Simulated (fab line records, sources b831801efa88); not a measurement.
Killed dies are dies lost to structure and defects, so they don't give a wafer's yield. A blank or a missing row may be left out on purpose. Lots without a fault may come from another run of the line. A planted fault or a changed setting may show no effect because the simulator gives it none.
fab line records | flow sky130
record lots=5 wafers=15 last_day=48
route steps=708 shown VIA1@473 METAL2@483 PAD_OPEN@708
lots that met no fault: from a run of the same line without faults
start_h: hours from the record's first day to the start of the lot's first wafer shown | wait_h: hours since the lot's step before | " the same as in the row above | L1.1+2: a row that stands for several wafers | - no value, or no start given | * or withheld: withheld | < > ~ a bound
route shown NAME@n: a module of which the file shows steps, and the number in the route of the first | usual: mean/standard deviation of fault-free wafers | same: alike in all rows | chamber/n: place in a boat | sites: the reading at each site | _std_site: their standard deviation | _edge_site: outer sites' mean less inner sites' | radius_mm: how far each site lies from the wafer's centre | mask NAME#n: copy n | behind: the tool/chamber that last shaped the wafer | hold: why the lot was held/for how many hours/how that ended | device: the transistor (n, p or np) that didn't switch | end of line: the same wafers' tests at the end of the route | a step without rows: its recipe alone | killed: dies lost to structure and defects at the first sort, not the wafer's yield | map: a wafer's dies, x killed, . not, _ none there
set.NAME: the setting as run; set.NAME@STEP: as run at that earlier step | model.NAME: the simulator's own value behind a step, which no gauge read
lots at some steps of the route; a table a step, a row a wafer
services: from which hour (start_h, from the record's first day; less than 0 if before it) a tool's chamber was out of use, for how many hours, and why
## steps
# step SKY_VIA1_ETCH_15
# recipe target=SiO2 chemistry=C4F8/O2/Ar target_depth_nm=351 stop_on=TiN mask_material=KrF-thick source_w=1500 bias_w=1200 pressure_mtorr=40 c4f8_flow_sccm=withheld O2_flow_sccm=6 Ar_flow_sccm=300 time_s=54
# usual oes_product_au=0.981/0.0067 rf_fwd_power_W=1488/5.2
# same time_s=54
# columns lot.wafer tool chamber start_h wait_h oes_product_au rf_fwd_power_W rf_hours_counter_h
L721.3 rie_diel-02 1 786.33 0.0 0.978 1485 15
L721.4 " 0 " " 0.990 1482 17
L721.6 " 0 " " 0.971 1484 -
L722.4 rie_diel-03 0 806.46 0.0 0.973 1490 13
L722.5 " 2 " " 0.986 1492 -
L722.6 " 1 " " 0.978 1483 -
L727.1 rie_diel-02 1 851.01 0.0 0.986 1491 18
L727.3 " 3 " " 0.980 1490 1
L727.6 " 0 " " 0.976 1489 -
L728.2 rie_diel-02 1 855.13 0.0 0.979 1487 18
L728.4 " 0 " " 0.967 1484 20
L728.5 " 0 " " 0.964 1484 -
L733.3 rie_diel-01 3 891.20 0.0 0.968 1485 16
L733.4 " 0 " " 0.981 1487 16
L733.5 " 3 " " 0.980 1496 -
# step SKY_VIA1_STRIP_16
# recipe chemistry=O2/N2 power_w=1400 pressure_mtorr=1500 platen_temp_c=withheld o2_flow_sccm=3000 n2_flow_sccm=300 overash_fraction=0.5
# step SKY_VIA1_STRIP_17
# recipe chemistry=post_etch_residue_remover time_s=1200 temp_c=72.5
# step SKY_VIA1_CLEAN_18
# recipe chemistry=IPA time_s=180 temp_c=25
# step SKY_VIA1_CLEAN_19
# recipe chemistry=O3/DIW dry=n2_spin
# step SKY_VIA1_SPUTTER_20
# recipe material=TiN target_thk_nm=20 chamber_pressure_pa=5 power_w=4000 time_s=80
# step SKY_VIA1_CVD_21
# recipe material=W target_thk_nm=270 time_s=80.902 temp_c=400 pressure_torr=40
# step SKY_VIA1_RS_MEAS_22
# recipe thk_meas_gauge=four-point-probe reads=W_of_VIA1_CVD_21+TiN_of_VIA1_SPUTTER_20
# usual VIA1_W_RS=0.424/0.0073
# columns lot.wafer tool chamber start_h wait_h VIA1_W_RS[ohm/sq]
L721.3 film_metro-04 - 787.20 0.1 0.428
L721.4 " - " " 0.418
L721.6 " - " " 0.428
L722.4 film_metro-01 - 807.31 0.1 0.430
L722.5 " - " " 0.425
L722.6 " - " " 0.428
L727.1 film_metro-02 - 851.84 0.1 0.413
L727.3 " - " " 0.418
L727.6 " - " " 0.414
L728.2 film_metro-01 - 855.95 0.1 0.427
L728.4 " - " " 0.432
L728.5 " - " " 0.430
L733.3 film_metro-02 - 892.12 0.1 0.429
L733.4 " - " " 0.417
L733.5 " - " " 0.424
# step SKY_VIA1_THK_MEAS_23
# recipe thk_meas_gauge=xrf reads=W_of_VIA1_CVD_21
# usual VIA1_W_THK=265/5.1
# columns lot.wafer tool chamber start_h wait_h VIA1_W_THK[nm]
L721.3 film_metro-04 - 787.30 0.1 265
L721.4 " - " " 272
L721.6 " - " " 265
L722.4 film_metro-01 - 807.40 0.1 262
L722.5 " - " " 266
L722.6 " - " " 264
L727.1 film_metro-02 - 851.96 0.1 273
L727.3 " - " " 271
L727.6 " - " " 274
L728.2 film_metro-01 - 856.06 0.1 261
L728.4 " - " " 259
L728.5 " - " " 258
L733.3 film_metro-02 - 892.22 0.1 265
L733.4 " - " " 271
L733.5 " - " " 266
# step SKY_VIA1_CMP_24
# recipe stop_on=SiO2 t_overpolish_s=15 down_force_psi=3.5 platen_rpm=60 target_thk_nm=0 pad_velocity_m_s=0.94248
# step SKY_METAL2_SPUTTER_00
# recipe material=Ti target_thk_nm=15 power_w=3000 time_s=10 chamber_pressure_pa=0.4
# usual throttle_valve_pct=29.9/1.2
# same time_s=10
# columns lot.wafer tool chamber start_h wait_h throttle_valve_pct
L721.3 pvd_sputter-03 - 787.64 0.1 31.0
L721.4 " - " " 31.2
L721.6 " - " " 31.2
L722.4 pvd_sputter-04 - 807.78 0.1 28.3
L722.5 " - " " 31.7
L722.6 " - " " 28.9
L727.1 pvd_sputter-04 - 852.32 0.2 29.0
L727.3 " - " " 31.9
L727.6 " - " " 28.4
L728.2 pvd_sputter-02 - 856.43 0.2 29.7
L728.4 " - " " 31.4
L728.5 " - " " 29.7
L733.3 pvd_sputter-03 - 892.56 0.2 31.0
L733.4 " - " " 31.1
L733.5 " - " " 29.8
# step SKY_METAL2_SPUTTER_01
# recipe material=TiN target_thk_nm=20 power_w=6500 time_s=16.7 chamber_pressure_pa=0.4
# step SKY_METAL2_SPUTTER_02
# recipe material=AlCu target_thk_nm=250 power_w=10600 time_s=13.3 chamber_pressure_pa=0.4
# usual throttle_valve_pct=29.9/1.2
# columns lot.wafer tool chamber start_h wait_h throttle_valve_pct model.AlCu_of_METAL2_SPUTTER_02.thk_nm
L721.3 pvd_sputter-03 - 787.69 0.0 30.9 250.1
L721.4 " - " " 31.1 252.4
L721.6 " - " " 31.2 250.8
L722.4 pvd_sputter-04 - 807.83 0.0 28.6 252.5
L722.5 " - " " 31.9 255.4
L722.6 " - " " 28.9 251
L727.1 pvd_sputter-04 - 852.37 0.0 28.7 250.4
L727.3 " - " " 31.9 206.8
L727.6 " - " " 28.5 253
L728.2 pvd_sputter-02 - 856.48 0.0 29.8 252.1
L728.4 " - " " 31.6 249.6
L728.5 " - " " 30.1 252.7
L733.3 pvd_sputter-03 - 892.61 0.0 31.2 248.4
L733.4 " - " " 30.8 249.5
L733.5 " - " " 29.5 248
# step SKY_METAL2_SPUTTER_03
# recipe material=Ti target_thk_nm=5 power_w=3000 time_s=3.3 chamber_pressure_pa=0.4
# usual throttle_valve_pct=29.9/1.2
# same time_s=3.3
# columns lot.wafer tool chamber start_h wait_h throttle_valve_pct
L721.3 pvd_sputter-03 - 787.72 0.0 30.7
L721.4 " - " " 31.1
L721.6 " - " " 31.3
L722.4 pvd_sputter-04 - 807.86 0.0 28.5
L722.5 " - " " 31.9
L722.6 " - " " 28.5
L727.1 pvd_sputter-04 - 852.39 0.0 28.9
L727.3 " - " " 31.9
L727.6 " - " " 28.5
L728.2 pvd_sputter-02 - 856.51 0.0 30.2
L728.4 " - " " 31.5
L728.5 " - " " 29.8
L733.3 pvd_sputter-03 - 892.64 0.0 31.1
L733.4 " - " " 30.7
L733.5 " - " " 29.5
# step SKY_METAL2_SPUTTER_04
# recipe material=TiN target_thk_nm=70 power_w=6500 time_s=58.3 chamber_pressure_pa=0.4
# step SKY_METAL2_RS_MEAS_05
# recipe thk_meas_gauge=four-point-probe reads=TiN_of_METAL2_SPUTTER_04+Ti_of_METAL2_SPUTTER_03+AlCu_of_METAL2_SPUTTER_02+TiN_of_METAL2_SPUTTER_01+Ti_of_METAL2_SPUTTER_00
# usual METAL2_ALCU_RS=0.1265/0.0016
# columns lot.wafer tool chamber start_h wait_h METAL2_ALCU_RS[ohm/sq]
L721.3 film_metro-01 - 787.82 0.1 0.1263
L721.4 " - " " 0.1256
L721.6 " - " " 0.1259
L722.4 film_metro-02 - 807.98 0.1 0.1252
L722.5 " - " " 0.1238
L722.6 " - " " 0.1260
L727.1 film_metro-02 - 852.46 0.0 0.1264
L727.3 " - " " 0.1536
L727.6 " - " " 0.1251
L728.2 film_metro-01 - 856.59 0.0 0.1255
L728.4 " - " " 0.1267
L728.5 " - " " 0.1254
L733.3 film_metro-03 - 892.74 0.1 0.1275
L733.4 " - " " 0.1270
L733.5 " - " " 0.1277
# step SKY_METAL2_THK_MEAS_06
# recipe thk_meas_gauge=xrf reads=AlCu_of_METAL2_SPUTTER_02
# usual METAL2_ALCU_THK=250/3.3
# columns lot.wafer tool chamber start_h wait_h METAL2_ALCU_THK[nm]
L721.3 film_metro-01 - 787.92 0.1 250
L721.4 " - " " 251
L721.6 " - " " 249
L722.4 film_metro-02 - 808.07 0.1 252
L722.5 " - " " 254
L722.6 " - " " 251
L727.1 film_metro-02 - 852.58 0.1 249
L727.3 " - " " 207
L727.6 " - " " 253
L728.2 film_metro-01 - 856.70 0.1 251
L728.4 " - " " 248
L728.5 " - " " 252
L733.3 film_metro-03 - 892.84 0.1 249
L733.4 " - " " 251
L733.5 " - " " 251
# step SKY_METAL2_DEHYDRATE_07
# recipe temp_c=200 time_s=60
# step SKY_METAL2_HMDS_08
# recipe prime_time_s=60 prime_temp_c=120
# step SKY_METAL2_COAT_09
# recipe resist=BARC temp_c=withheld time_s=withheld spin_rpm=3000 resist_thk_nm=60
# step SKY_METAL2_COAT_10
# recipe resist=KrF-thick spin_rpm=3000 resist_thk_nm=450
# step SKY_METAL2_SOFTBAKE_11
# recipe temp_c=100 time_s=90 resist=KrF-thick
# step SKY_METAL2_EXPOSE_12
# recipe mask_id=MM2 na=0.8 source_shape=annular sigma_inner=0.55 sigma_outer=0.85 target_cd_nm=140 dose_mj=28
# step SKY_METAL2_PEB_13
# recipe peb_temp_c=withheld peb_time_s=withheld resist=KrF-thick
# step SKY_METAL2_DEVELOP_14
# recipe develop_time_s=60 resist=KrF-thick dev_temp_c=21
# step SKY_METAL2_CD_MEAS_15
# recipe target_cd_nm=140
# usual cd_nm=139.4/1.5
# columns lot.wafer tool chamber start_h wait_h cd_nm
L721.3 cd_sem-02 - 812.75 - 136.4
L721.4 " - " " 138.5
L721.6 " - " " 137.1
L722.4 cd_sem-02 - 833.02 - 139.7
L722.5 " - " " 140.2
L722.6 " - " " 138.5
L727.1 cd_sem-01 - 879.21 - 137.6
L727.3 " - " " 139.0
L727.6 " - " " 139.0
L728.2 cd_sem-02 - 882.03 - 141.3
L728.4 " - " " 140.4
L728.5 " - " " 140.6
L733.3 cd_sem-01 - 917.95 - 140.4
L733.4 " - " " 141.8
L733.5 " - " " 139.6
# step SKY_METAL2_OVL_MEAS_16
# usual METAL2_OVL=-2/7
# columns lot.wafer tool chamber start_h wait_h METAL2_OVL[nm]
L721.3 overlay-01 - 812.84 0.1 2
L721.4 " - " " -2
L721.6 " - " " -8
L722.4 overlay-02 - 833.10 0.1 0
L722.5 " - " " -4
L722.6 " - " " -3
L727.1 overlay-02 - 879.33 0.1 3
L727.3 " - " " -1
L727.6 " - " " 7
L728.2 overlay-02 - 882.14 0.1 -6
L728.4 " - " " -6
L728.5 " - " " 3
L733.3 overlay-02 - 918.04 0.1 -7
L733.4 " - " " -8
L733.5 " - " " -2
# step SKY_METAL2_DESCUM_17
# recipe chemistry=O2 source_power_w=150 bias_power_w=0 pressure_mtorr=10 temp_c=40 time_s=8
# usual drypump_motor_current_A=5.7/0.32 oes_product_au=0.995/0.011 rf_fwd_power_W=147.0/0.73
# same time_s=8
# columns lot.wafer tool chamber start_h wait_h drypump_motor_current_A oes_product_au rf_fwd_power_W rf_hours_counter_h
L721.3 rie_metal-03 0 812.88 0.0 5.9 0.991 147.3 -
L721.4 " 1 " " 5.9 0.986 145.3 -
L721.6 " 0 " " 5.9 0.990 147.4 -
L722.4 rie_metal-01 1 833.15 0.0 5.3 0.990 146.8 -
L722.5 " 1 " " 5.2 0.994 146.3 -
L722.6 " 1 " " 5.3 1.000 146.9 -
L727.1 rie_metal-01 0 879.37 0.0 5.8 1.005 146.7 15
L727.3 " 0 " " 5.8 1.005 148.0 -
L727.6 " 0 " " 5.8 1.012 146.9 -
L728.2 rie_metal-01 1 882.17 0.0 5.3 0.976 147.3 14
L728.4 " 1 " " 5.3 0.984 146.6 -
L728.5 " 1 " " 5.3 0.985 147.0 -
L733.3 rie_metal-01 1 918.09 0.0 5.3 0.990 146.1 -
L733.4 " 1 " " 5.3 0.986 146.7 -
L733.5 " 1 " " 5.3 0.984 147.3 -
# step SKY_METAL2_ETCH_18
# recipe chemistry=N2/H2 target=BARC ion_energy_ev=200 bias_w=100 pressure_mtorr=30 n2_flow_sccm=100 h2_flow_sccm=200 icp_w=500 stop_on=SiO2 time_s=45.9 target_depth_a=600
# step SKY_METAL2_METAL_ETCH_19
# recipe target_depth_a=3600 stop_on=SiO2 over_etch_frac=0.3 time_s=78 chemistry=Cl2/BCl3 resist_sidewall_deg=88 pressure_mtorr=10 icp_w=900 bias_w=48.5 Cl2_flow_sccm=60 bcl3_flow_sccm=30
# usual drypump_motor_current_A=5.7/0.32 oes_product_au=0.855/0.0055 rf_fwd_power_W=893.3/2.8 throttle_valve_pct=22.265/0.0085
# same time_s=78
# columns lot.wafer tool chamber start_h wait_h drypump_motor_current_A oes_product_au rf_fwd_power_W rf_hours_counter_h throttle_valve_pct
L721.3 rie_metal-03 0 812.99 0.1 5.8 0.855 894.6 - 22.266
L721.4 " 1 " " 6.0 0.861 893.5 - 22.279
L721.6 " 0 " " 5.9 0.857 893.1 - 22.264
L722.4 rie_metal-01 1 833.40 0.1 5.3 0.860 890.7 - 22.279
L722.5 " 1 " " 5.3 0.864 893.8 - 22.252
L722.6 " 1 " " 5.3 0.849 889.9 - 22.248
L727.1 rie_metal-01 0 879.46 0.0 5.8 0.856 898.3 15 22.265
L727.3 " 0 " " 5.8 0.829 896.7 - 22.248
L727.6 " 0 " " 5.8 0.852 896.9 - 22.266
L728.2 rie_metal-01 1 882.27 0.0 5.3 0.855 894.8 14 22.266
L728.4 " 1 " " 5.2 0.857 897.1 - 22.262
L728.5 " 1 " " 5.2 0.854 896.0 - 22.267
L733.3 rie_metal-01 1 918.32 0.1 5.3 0.863 892.9 - 22.271
L733.4 " 1 " " 5.3 0.847 896.2 - 22.258
L733.5 " 1 " " 5.3 0.852 893.3 - 22.271
# step SKY_METAL2_STRIP_20
# recipe chemistry=O2/N2 power_w=1400 pressure_mtorr=1500 platen_temp_c=withheld o2_flow_sccm=3000 n2_flow_sccm=300 overash_fraction=0.5
# usual drypump_motor_current_A=5.8/0.33 n2_flow_sccm=300.0/0.94 oes_product_au=0.344/0.0048 strip_time_to_endpoint_s=2.73/0.049
# columns lot.wafer tool chamber start_h wait_h drypump_motor_current_A n2_flow_sccm oes_product_au rf_hours_counter_h strip_time_to_endpoint_s
L721.3 plasma_asher-02 0 813.08 0.1 6.2 298.8 0.340 - 2.75
L721.4 " 1 " " 5.4 298.8 0.342 - 2.81
L721.6 " 0 " " 6.2 300.2 0.343 - 2.69
L722.4 plasma_asher-01 0 833.52 0.1 5.7 299.7 0.343 - 2.71
L722.5 " 1 " " 6.1 300.1 0.344 - 2.71
L722.6 " 0 " " 5.7 300.6 0.337 - 2.70
L727.1 plasma_asher-04 1 879.55 0.1 5.3 301.1 0.342 74 2.62
L727.3 " 0 " " 5.8 300.6 0.334 - 2.62
L727.6 " 1 " " 5.3 299.8 0.343 - 2.65
L728.2 plasma_asher-02 1 882.36 0.1 5.4 299.2 0.336 45 2.72
L728.4 " 0 " " 6.2 300.1 0.347 - 2.74
L728.5 " 1 " " 5.4 300.5 0.337 - 2.71
L733.3 plasma_asher-01 0 918.47 0.1 5.7 300.3 0.344 - 2.73
L733.4 " 1 " " 6.2 302.8 0.345 - 2.71
L733.5 " 1 " " 6.1 299.4 0.341 - 2.74
# step SKY_PAD_OPEN_PROBE_99
# usual defect_limited_yield=82.5/1.9 killed_at_M0_to_M3=43/6.8 killed_at_M4_up=3.2/1.8 killed_at_contacts=24/6.2 killed_at_front_end=15/4.7 killed_at_other=0.4/0.63 killed_dies=86/9.6 killed_open=47/6.9 killed_short=39/6.3 sort_bin_3_pad_short=0.9/0.46 sort_bin_5_function=10.5/1.5 sort_bin_6_memory=6.1/1.1 sort_n_pass=406/9.6 sort_yield_pct=82.5/1.9
# same gross_dies=492 killed_at_back_side=0 sort_bin_4_leakage[%]=0 sort_bin_8_speed[%]=0
# columns lot.wafer tool chamber start_h wait_h defect_limited_yield[%] killed_at_M0_to_M3 killed_at_M4_up killed_at_contacts killed_at_front_end killed_at_other killed_dies killed_open killed_short sort_bin_3_pad_short[%] sort_bin_5_function[%] sort_bin_6_memory[%] sort_n_pass sort_yield_pct[%] model.etest.met2.line_ohm_um model.etest.met2.rs_ohm_sq
L721.3 prober-01 - 1069.72 0.2 82.5 45 4 16 20 1 86 45 41 1.4 9.1 6.9 406 82.5 0.9147 0.1278
L721.4 prober-01 - 1069.77 0.2 83.7 40 5 13 21 1 80 35 45 1.2 8.7 6.3 412 83.7 0.9173 0.1267
L721.6 prober-01 - 1069.87 0.2 86.2 34 2 14 18 0 68 41 26 0.6 8.1 5.1 424 86.2 0.9152 0.1287
L722.4 prober-02 - 1080.63 0.2 85.0 36 2 22 14 0 74 44 29 0.4 7.9 6.7 418 85.0 0.9279 0.1269
L722.5 prober-02 - 1080.68 0.2 83.3 40 0 31 11 0 82 47 35 0.6 10.0 6.1 410 83.3 0.9449 0.1267
L722.6 prober-02 - 1080.73 0.2 80.1 47 2 36 13 0 98 59 39 1.6 12.0 6.3 394 80.1 0.9362 0.1283
L727.1 prober-01 - 1119.03 0.1 82.7 34 4 34 13 0 85 49 36 0.6 9.6 7.1 407 82.7 0.9323 0.1277
L727.3 prober-01 - 1119.13 0.2 80.5 42 6 28 20 0 96 51 45 1.0 11.6 6.9 396 80.5 1.109 0.1577
L727.6 prober-01 - 1119.28 0.2 84.6 38 2 15 20 1 76 42 34 0.8 10.6 4.1 416 84.6 0.8946 0.1268
L728.2 prober-02 - 1120.68 0.1 81.3 53 8 19 11 1 92 44 47 1.6 10.8 6.3 400 81.3 0.8912 0.1283
L728.4 prober-02 - 1120.78 0.2 80.3 38 5 36 18 0 97 58 39 0.4 11.0 8.3 395 80.3 0.941 0.1291
L728.5 prober-02 - 1120.83 0.2 81.1 44 3 24 20 2 93 44 48 1.2 11.6 6.1 399 81.1 0.9177 0.127
L733.3 prober-01 - 1153.35 0.2 79.7 57 6 21 15 1 100 56 44 0.8 11.6 7.9 392 79.7 0.94 0.1302
L733.4 prober-01 - 1153.40 0.2 85.0 40 1 28 5 0 74 46 28 1.0 8.1 5.9 418 85.0 0.9186 0.1288
L733.5 prober-01 - 1153.45 0.2 83.9 40 5 21 13 0 79 39 38 1.0 9.1 5.9 413 83.9 0.945 0.1307
# killed by level:class
L721.3 FIELD_ISO:geometric_particle:short=9 VIA1:geometric_particle:open=9 VIA2:geometric_particle:open=9 CONTACT:geometric_particle:open=8 VIA2:geometric_particle:short=6 FIELD_ISO:geometric_particle:open=5 METAL2:geometric_particle:short=5 METAL1:geometric_particle:short=4
L721.4 VIA1:geometric_particle:open=7 VIA2:geometric_particle:short=6 METAL3:geometric_particle:short=6 FIELD_ISO:geometric_particle:short=5 FIELD_ISO:geometric_particle:open=5 CONTACT:geometric_particle:open=5 VIA3:geometric_particle:short=5 VIA1:geometric_particle:short=4
L721.6 VIA1:geometric_particle:open=9 CONTACT:geometric_particle:open=7 POLY_GATE:geometric_particle:short=5 VIA2:geometric_particle:open=5 POLY_GATE:geometric_particle:open=4 LI_CONTACT:geometric_particle:open=4 METAL3:geometric_particle:short=4 VIA3:geometric_particle:open=4
L722.4 VIA1:geometric_particle:open=9 VIA3:geometric_particle:open=7 CONTACT:geometric_particle:open=7 VIA2:geometric_particle:open=7 CONTACT:geometric_particle:short=6 LI_CONTACT:geometric_particle:open=4 METAL2:geometric_particle:short=4 FIELD_ISO:geometric_particle:short=3
L722.5 CONTACT:geometric_particle:open=10 LI_CONTACT:geometric_particle:open=8 METAL1:geometric_particle:short=7 VIA3:geometric_particle:open=7 VIA2:geometric_particle:open=7 LOCAL_INTERCONNECT:geometric_particle:short=6 VIA1:geometric_particle:open=6 FIELD_ISO:geometric_particle:short=4
L722.6 CONTACT:geometric_particle:open=14 LI_CONTACT:geometric_particle:open=10 VIA1:geometric_particle:open=10 VIA2:geometric_particle:open=9 METAL3:geometric_particle:short=5 LOCAL_INTERCONNECT:geometric_particle:short=5 VIA1:geometric_particle:short=5 VIA3:geometric_particle:open=5
L727.1 CONTACT:geometric_particle:open=16 LI_CONTACT:geometric_particle:open=7 CONTACT:geometric_particle:short=7 METAL2:geometric_particle:short=7 VIA1:geometric_particle:open=7 POLY_GATE:geometric_particle:open=6 VIA3:geometric_particle:open=5 VIA2:geometric_particle:open=4
L727.3 CONTACT:geometric_particle:open=10 LI_CONTACT:geometric_particle:open=9 VIA2:geometric_particle:open=9 FIELD_ISO:geometric_particle:short=8 VIA1:geometric_particle:open=8 VIA1:geometric_particle:short=6 METAL2:geometric_particle:short=5 METAL1:geometric_particle:short=5
L727.6 VIA1:geometric_particle:open=11 FIELD_ISO:geometric_particle:open=8 CONTACT:geometric_particle:short=7 VIA2:geometric_particle:open=6 VIA3:geometric_particle:short=5 VIA1:geometric_particle:short=4 POLY_GATE:geometric_particle:short=3 LI_CONTACT:geometric_particle:open=3
L728.2 VIA1:geometric_particle:open=13 VIA3:geometric_particle:open=9 VIA1:geometric_particle:short=8 METAL4:geometric_particle:short=6 CONTACT:geometric_particle:open=6 VIA3:geometric_particle:short=5 METAL2:geometric_particle:short=4 LI_CONTACT:geometric_particle:open=4
L728.4 CONTACT:geometric_particle:open=13 LI_CONTACT:geometric_particle:open=10 VIA1:geometric_particle:open=9 VIA1:geometric_particle:short=6 FIELD_ISO:geometric_particle:open=5 POLY_GATE:geometric_particle:open=5 CONTACT:geometric_particle:short=5 LOCAL_INTERCONNECT:geometric_particle:short=4
L728.5 VIA1:geometric_particle:open=11 VIA3:geometric_particle:open=8 CONTACT:geometric_particle:open=7 VIA1:geometric_particle:short=6 FIELD_ISO:geometric_particle:short=5 POLY_GATE:geometric_particle:short=5 LI_CONTACT:geometric_particle:short=5 METAL1:geometric_particle:short=5
L733.3 CONTACT:geometric_particle:open=12 VIA3:geometric_particle:open=8 VIA2:geometric_particle:open=8 VIA1:geometric_particle:open=7 METAL2:geometric_particle:short=6 POLY_GATE:geometric_particle:open=5 VIA2:geometric_particle:short=5 METAL3:geometric_particle:short=5
L733.4 VIA1:geometric_particle:open=13 LI_CONTACT:geometric_particle:open=12 CONTACT:geometric_particle:open=9 METAL1:geometric_particle:short=7 METAL2:geometric_particle:short=4 LOCAL_INTERCONNECT:geometric_particle:short=3 CONTACT:geometric_particle:short=3 VIA3:geometric_particle:open=3
L733.5 VIA1:geometric_particle:open=8 LI_CONTACT:geometric_particle:open=7 VIA2:geometric_particle:open=7 CONTACT:geometric_particle:open=6 VIA3:geometric_particle:open=6 POLY_GATE:geometric_particle:short=5 CONTACT:geometric_particle:short=5 METAL2:geometric_particle:short=5
## services
# columns tool chamber start_h hours kind
rie_diel-02 - 780.89 0.5 repair
rie_diel-03 - 782.00 2.8 pm
pvd_sputter-04 - 783.67 8.1 repair
rie_diel-01 0 784.14 9.5 repair
pvd_sputter-03 - 789.45 3.3 repair
rie_diel-01 - 791.67 2.8 pm
rie_diel-02 3 798.42 - clean
rie_diel-02 2 814.58 6.8 repair
rie_diel-01 0 818.92 8.0 repair
rie_metal-01 0 832.89 21.3 repair
plasma_asher-01 - 838.92 3.3 repair
pvd_sputter-04 2 839.80 - consumable_replace:kit
pvd_sputter-04 2 839.80 18.0 scheduled_down
pvd_sputter-04 2 839.80 18.0 vent_cycle
rie_diel-03 1 852.17 34.2 repair
rie_diel-02 2 867.48 40.0 repair
rie_metal-01 - 870.58 0.6 repair
rie_diel-03 2 873.53 7.4 repair
pvd_sputter-04 - 883.74 1.3 repair
plasma_asher-04 - 895.30 5.5 repair
rie_metal-01 0 906.92 - clean
rie_metal-01 0 906.92 23.0 scheduled_down
rie_metal-01 0 906.92 23.0 vent_cycle
rie_diel-03 2 911.60 10.3 repair
## key
first_sign step=SKY_METAL2_RS_MEAS_05 reading=METAL2_ALCU_RS direction=up sigmas=17 usual=0.1265 struck=0.1536
effect step=SKY_METAL2_THK_MEAS_06 reading=METAL2_ALCU_THK direction=down sigmas=13 usual=250 struck=207
effect step=SKY_METAL2_METAL_ETCH_19 reading=oes_product_au direction=down sigmas=4.7 usual=0.855 struck=0.829
model_effect step=SKY_METAL2_SPUTTER_02 value=AlCu_of_METAL2_SPUTTER_02.thk_nm without=253.8 struck=206.8
model_effect step=SKY_PAD_OPEN_PROBE_99 value=etest.met2.line_ohm_um without=0.8959 struck=1.109
met_at SKY_METAL2_SPUTTER_02
struck_wafers L727.3
onset_between 807.83 852.37
fault kind=process_parameter_drift tool=pvd_sputter-04 chamber=- onset_h=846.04 steps=SKY_METAL2_SPUTTER_02 channel=time_s offset=* shape=step end_h=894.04 scope=struck_wafers_only acts_in=* stated=*
